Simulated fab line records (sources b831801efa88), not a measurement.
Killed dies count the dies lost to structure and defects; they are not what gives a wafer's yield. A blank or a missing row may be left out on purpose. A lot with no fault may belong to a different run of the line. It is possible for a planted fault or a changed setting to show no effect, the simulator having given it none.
Lot-split experiment | flow sky130 | 23 wafers read from 5 lots, route of 708 steps

== THE SPLIT ITSELF ==
At SKY_GATE_OXIDE_OXIDATION_01 (stabilise 600 s, purge 300 s, target thk 10.268 nm), the setting ox time s was moved away from the recipe's 1473 s on 20 of the 23 wafers read, by -12.6% to +5.4%. This setting was run at the recipe's value on the other wafers.

The file shows no step between the split and the reading.

== THE READING ==
GATE_OXIDE_OXIDATION_00_THK, in nm, at SKY_GATE_OXIDE_THK_MEAS_02. Fault-free wafers of this fab line usually give 10.29 nm, standard deviation 0.2 nm.

wafer  | tool, chamber at the split | ox time s as run, s | against the recipe | GATE_OXIDE_OXIDATION_00_THK, nm | against lot-mates on the recipe
L074.1 | -, -                       | 1325                | -10.0%             | 9.70                            | no lot-mate on the recipe
L074.2 | -, -                       | 1325                | -10.0%             | 9.61                            | no lot-mate on the recipe
L074.3 | -, -                       | 1325                | -10.0%             | 9.73                            | no lot-mate on the recipe
L074.5 | -, -                       | 1325                | -10.0%             | 9.66                            | no lot-mate on the recipe
L074.6 | -, -                       | 1325                | -10.0%             | 9.67                            | no lot-mate on the recipe
L079.2 | furnace-02, 0              | 1473                | recipe             | 10.09                           | -
L079.4 | furnace-02, 0              | 1473                | recipe             | 10.16                           | -
L079.5 | furnace-02, 0              | 1473                | recipe             | 10.17                           | -
L081.1 | -, -                       | 1287                | -12.6%             | 9.66                            | no lot-mate on the recipe
L081.2 | -, -                       | 1287                | -12.6%             | 9.54                            | no lot-mate on the recipe
L081.3 | -, -                       | 1287                | -12.6%             | 9.37                            | no lot-mate on the recipe
L081.4 | -, -                       | 1287                | -12.6%             | 9.24                            | no lot-mate on the recipe
L081.6 | -, -                       | 1287                | -12.6%             | 9.33                            | no lot-mate on the recipe
L082.1 | -, -                       | 1553                | +5.4%              | 10.68                           | no lot-mate on the recipe
L082.2 | -, -                       | 1553                | +5.4%              | 10.76                           | no lot-mate on the recipe
L082.3 | -, -                       | 1553                | +5.4%              | 10.78                           | no lot-mate on the recipe
L082.4 | -, -                       | 1553                | +5.4%              | 10.65                           | no lot-mate on the recipe
L082.6 | -, -                       | 1553                | +5.4%              | 10.84                           | no lot-mate on the recipe
L084.1 | -, -                       | 1385                | -6.0%              | 9.99                            | no lot-mate on the recipe
L084.2 | -, -                       | 1385                | -6.0%              | 9.99                            | no lot-mate on the recipe
L084.3 | -, -                       | 1385                | -6.0%              | 9.98                            | no lot-mate on the recipe
L084.4 | -, -                       | 1385                | -6.0%              | 10.12                           | no lot-mate on the recipe
L084.6 | -, -                       | 1385                | -6.0%              | 10.02                           | no lot-mate on the recipe

THE FIT
A straight line over all 23 wafers: GATE_OXIDE_OXIDATION_00_THK changes by +0.0679 nm for each +1% of ox time s; r = +0.97; the points scatter about the line by 0.13 nm.
Too few moved wafers with a lot-mate on the recipe to fit a line net of each lot's own level.

== THE WHOLE CHAIN: every reading that the file lists as answering this split, in the file's order ==
step                        | what it does                                       | reading                                                                                 | change (the file's fit)                | r (the file's)
SKY_GATE_OXIDE_OXIDATION_01 | stabilise 600 s, purge 300 s, target thk 10.268 nm | SiO2_of_GATE_OXIDE_OXIDATION_01.thk nm (the simulator's own value, which no gauge read) | +0.0677 nm for each +1% of the setting | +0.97
SKY_GATE_OXIDE_THK_MEAS_02  |                                                    | GATE_OXIDE_OXIDATION_00_THK                                                             | +0.068 for each +1% of the setting     | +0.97
SKY_GATE_OXIDE_OXIDATION_16 | stabilise 600 s, purge 300 s, target thk 3.57 nm   | SiO2_of_GATE_OXIDE_OXIDATION_01.thk nm (the simulator's own value, which no gauge read) | +0.0657 nm for each +1% of the setting | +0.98

== THE FILE'S OWN FIT ==
GATE_OXIDE_OXIDATION_00_THK changes by +0.068 nm for each +1% of ox time s, r = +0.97.
